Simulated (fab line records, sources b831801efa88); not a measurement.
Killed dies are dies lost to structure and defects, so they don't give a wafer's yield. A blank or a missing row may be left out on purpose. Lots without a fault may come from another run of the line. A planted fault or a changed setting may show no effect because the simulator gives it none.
A struck lot beside a sound one | flow sky130 | 20 steps out of a route of 708
Sound: wafers L931.2, L931.4, L931.6. Struck: wafers L936.1, L936.2, L936.3. The cause comes at the end.
At each step with rows: each side's tool, then ch and its chambers, then its first start. Under that, the readings that differ: sound wafers | struck wafers | difference of the means | sigmas: that difference in standard deviations of wafers without a fault.
alike: readings whose means differ by less than 2 such deviations, and words and numbers that are the same on both sides. not compared: withheld readings, readings that some wafer has no value for, bounds like >300 that may hide the same value, and numbers for which the record gives no deviation and whose values overlap.
The two part at a step that has a row with sigmas, a row that says differs or no value, or rows on one side only. Numbers that don't overlap but have no deviation are shown without sigmas and don't part them. A reading that every wafer of one side lacks parts them only if that side has two wafers or more.

SKY_LDD_HVP_OVL_MEAS_07:
  sound on overlay-02, day 23 05:28; struck on overlay-01, day 25 10:43
  alike: LDD_HVP_OVL
then, 1 step without rows for these wafers: SKY_LDD_HVP_IMPLANT_08.
SKY_LDD_HVP_STRIP_09: strips in O2/N2.
  sound on plasma_asher-02 ch 0,1, day 23 05:39; struck on plasma_asher-01 ch 0,1, day 25 10:55
  alike: drypump_motor_current_A, oes_product_au, strip_time_to_endpoint_s
  not compared: rf_hours_counter_h
SKY_LDD_HVP_TW_MEAS_10:
  sound on film_metro-04, day 23 05:46; struck on film_metro-01, day 25 11:01
  alike: LDD_HVP_TW
then, 7 steps without rows for these wafers: SKY_LDD_LDN_DEHYDRATE_00 (time 60 s); SKY_LDD_LDN_HMDS_01 (prime time 60 s); SKY_LDD_LDN_COAT_02 (resist thk 1140 nm); SKY_LDD_LDN_SOFTBAKE_03 (time 60 s); SKY_LDD_LDN_EXPOSE_04 (exposes mask LDNTM, target cd 700 nm); SKY_LDD_LDN_PEB_05; SKY_LDD_LDN_DEVELOP_06 (develop time 60 s).
SKY_LDD_LDN_OVL_MEAS_07:
  sound on overlay-01, day 24 12:22; struck on overlay-02, day 26 17:50
  alike: LDD_LDN_OVL
SKY_LDD_LDN_IMPLANT_08:
  sound on implanter-02 ch 0, day 24 12:25; struck on implanter-02 ch 0, day 26 17:53
  reading                   | sound             | struck            | difference | sigmas
  implant_ion_amu           | 75 75 75          | 49 49 49          | -26        |
  model.implant.drp_nm (nm) | 5.933 5.933 5.933 | 7.963 7.963 7.963 | +2.030     |
  model.implant.rp_nm (nm)  | 12.94 12.94 12.94 | 14.1 14.1 14.1    | +1.2       |
then, 3 steps without rows for these wafers: SKY_LDD_LDN_IMPLANT_09; SKY_LDD_LDN_IMPLANT_10; SKY_LDD_LDN_IMPLANT_11.
SKY_LDD_LDN_STRIP_12: strips in O2/N2.
  sound on plasma_asher-04 ch 0,1, day 24 12:59; struck on plasma_asher-04 ch 0,1, day 26 18:29
  alike: drypump_motor_current_A, oes_product_au, strip_time_to_endpoint_s
  not compared: rf_hours_counter_h
SKY_LDD_LDN_TW_MEAS_13:
  sound on film_metro-02, day 24 13:06; struck on film_metro-04, day 26 18:35
  reading    | sound          | struck         | difference | sigmas
  LDD_LDN_TW | 1498 1504 1498 | 1396 1389 1394 | -107       | -6
then, 1 step without rows for these wafers: SKY_LDD_LDN_CLEAN_14 (cleans in SC1/SC2, time 150 s).
-- the record jumps here: 22 days lie between the struck wafers' starts before and after (it left off in module LDD_LDN and takes up again in module PAD_OPEN, whose first step shown is number 708 of the route) --
SKY_PAD_OPEN_PROBE_99:
  sound on prober-01, day 47 11:14; struck on prober-02, day 49 02:02
  reading                                 | sound                   | struck                  | difference | sigmas
  model.etest.tip_sonos.rs_ohm_sq         | 2607 2590 2644          | 9091 8780 8792          | +6274      |
  model.etest.sonos_uncharged.r_on_ohm_um | 833 831.5 823.8         | 934.8 962.9 964         | +124.5     |
  model.etest.tip_sonos.rs_ohm_sq_range   | 38.2 19.81 38.53        | 131.7 154.5 148         | +112.6     |
  model.etest.sonos_erased.vt_v (V)       | -2.154 -2.078 -2.038    | -1.902 -1.825 -1.943    | +0.200     |
  model.etest.sonos_uncharged.vt_v (V)    | -0.4138 -0.4043 -0.4142 | -0.1501 -0.1093 -0.1204 | +0.2842    |
  model.etest.sonos_baked.vt_v (V)        | 0.8828 0.8938 0.9039    | 1.211 1.224 1.244       | +0.333     |
  alike: killed_at_M0_to_M3, killed_at_M4_up, killed_at_contacts, killed_at_front_end, killed_at_other, killed_dies, killed_open, killed_short
  not compared: model.etest.sonos_erased.drive_ua_um, model.etest.tip_sonos.rs_ohm_sq_rim_less_centre

WHERE THEY PART
Only at SKY_LDD_LDN_TW_MEAS_13, within this record. Later steps at which nothing parts them and some readings are alike: SKY_PAD_OPEN_PROBE_99.

WHY: what the simulator had put in
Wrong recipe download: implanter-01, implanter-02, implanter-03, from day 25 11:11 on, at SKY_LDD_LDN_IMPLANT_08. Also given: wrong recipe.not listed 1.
